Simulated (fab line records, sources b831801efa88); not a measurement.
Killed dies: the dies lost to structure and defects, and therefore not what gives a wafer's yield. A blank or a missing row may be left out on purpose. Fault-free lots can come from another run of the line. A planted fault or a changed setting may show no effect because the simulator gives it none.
A struck lot beside a sound one    flow sfq-line    15 out of 325 route steps
Sound: the wafers L498.1, L498.5, L498.6. Struck: wafer L509.4. (L509.1, L509.2 of the same lot were not struck and are left out.) The cause comes at the end.
Order at every step that has rows: each side's tool, ch and its chambers, its first start. Under that, the readings that differ: sound wafers    struck wafers    difference of the means    sigmas: that difference in standard deviations of wafers without a fault.
alike: same words and numbers on both sides, and readings whose means sit less than 2 such deviations apart. not compared: any withheld reading, any reading some wafer has no value for, any bound like >300 that may hide the same value, and any number with overlapping values for which the record gives no deviation.
Wherever a step has rows on one side only, a row that says differs or no value, or a row with sigmas, the two part there. Numbers that have no deviation but don't overlap get no sigmas and don't part them. A reading that every wafer of one side lacks parts them only if that side has two wafers or more.

SFQ_TRILAYER_L0_BARC_OPEN_METAL_ETCH_010: etches BARC in O2, target depth 125 nm, time 41.7 s.
  sound on rie-metal-02 ch 0,1, day 4 13:16; struck on rie-metal-03 ch 1, day 7 00:19
reading                       sound           struck  difference  sigmas
he-backside-leak-sccm (sccm)  3.34 3.18 3.42  4.54    +1.23       +6
  alike: drypump-motor-current-A, oes-product-au
  not compared: rf-hours-counter-h
SFQ_TRILAYER_L0_ETCH_METAL_ETCH_008: etches MoNx KI in SF6/O2, stops on SiO2, target depth 50 nm, time 25 s.
  sound on rie-metal-02 ch 0,1, day 4 13:20; struck on rie-metal-03 ch 1, day 7 00:23
  alike: drypump-motor-current-A, he-backside-leak-sccm, oes-product-au
  not compared: rf-hours-counter-h
SFQ_TRILAYER_L0_STRIP_STRIP_009: strips in O2.
  sound on rie-metal-02 ch 0,1, day 4 13:23; struck on rie-metal-03 ch 1, day 7 00:25
  alike: drypump-motor-current-A, he-backside-leak-sccm, oes-product-au, platen-temp-c
  not compared: rf-hours-counter-h
then, 1 step without rows for these wafers: SFQ_TRILAYER_L0_STRIP_SOLV_CLEAN_010 (cleans in NMP, time 600 s).
SFQ_TRILAYER_L0_CAP_PECVD_011: deposits SiO2 from SiH4/N2O, time 13.333 s, target thk 60 nm.
  sound on pecvd-02 ch 0,1,2, day 4 14:10; struck on pecvd-03 ch 1, day 7 01:12
reading                 sound           struck  difference  sigmas
throttle-valve-pct (%)  23.6 24.2 25.5  27.2    +2.8        +2
  alike: heater-power-w
  not compared: since-wet-clean-h
then, 6 steps without rows for these wafers: SFQ_TRILAYER_L0_VIA_LITHO_COAT_018 (resist thk 62 nm); SFQ_TRILAYER_L0_VIA_LITHO_COAT_013 (resist thk 650 nm); SFQ_TRILAYER_L0_VIA_LITHO_SOFTBAKE_017; SFQ_TRILAYER_L0_VIA_LITHO_EXPOSE_014 (exposes mask L0V, target cd 700 nm); SFQ_TRILAYER_L0_VIA_LITHO_PEB_016 (peb time 60 s); SFQ_TRILAYER_L0_VIA_LITHO_DEVELOP_015 (time 60 s).
-- the record jumps here: 4 days lie between the struck wafers' starts before and after --
SFQ_L0V_OVL_MEAS_903:
  sound on overlay-01 at day 8 02:40; struck on overlay-02 at day 11 02:53
reading       sound     struck  difference  sigmas
L0V_OVL (nm)  -7 -2 -2  12      +16         +2
SFQ_TRILAYER_L0_VIA_BARC_OPEN_VIA_ETCH_021: etches BARC in O2, target depth 125 nm, time 41.7 s.
  sound on rie-diel-03 ch 0,3, day 8 02:43; struck on rie-diel-02 ch 0, day 11 02:56
reading                                                  sound            struck  difference  sigmas
model.KrF_of_TRILAYER_L0_VIA_LITHO_COAT_013.thk-nm (nm)  572 575.1 574.8  578.3   +4.3        
  alike: drypump-motor-current-A, oes-product-au
  not compared: rf-hours-counter-h
SFQ_TRILAYER_L0_VIA_ETCH_VIA_ETCH_016: etches SiO2 in CHF3, stops on MoNx KI, target depth 80 nm.
  sound on rie-diel-03 ch 0,3, day 8 02:45; struck on rie-diel-02 ch 0, day 11 02:58
reading                                                  sound            struck  difference  sigmas
model.KrF_of_TRILAYER_L0_VIA_LITHO_COAT_013.thk-nm (nm)  557.7 560.8 561  564.1   +4.3        
  alike: drypump-motor-current-A, oes-product-au
SFQ_TRILAYER_L0_VIA_STRIP_STRIP_017: strips in O2.
  sound on rie-metal-03 ch 0,1, day 8 02:48; struck on rie-metal-01 ch 1, day 11 03:01
reading                      sound              struck  difference  sigmas
drypump-motor-current-A (A)  5.1 5.2 5.1        6.6     +1.5        +2
platen-temp-c (C)            40.00 40.05 39.80  40.19   +0.24       +2
  alike: he-backside-leak-sccm, oes-product-au
  not compared: rf-hours-counter-h

WHERE THEY PART
At SFQ_TRILAYER_L0_BARC_OPEN_METAL_ETCH_010 first; at SFQ_TRILAYER_L0_VIA_STRIP_STRIP_017 last (within this record only).

WHY: whatever the simulator had introduced
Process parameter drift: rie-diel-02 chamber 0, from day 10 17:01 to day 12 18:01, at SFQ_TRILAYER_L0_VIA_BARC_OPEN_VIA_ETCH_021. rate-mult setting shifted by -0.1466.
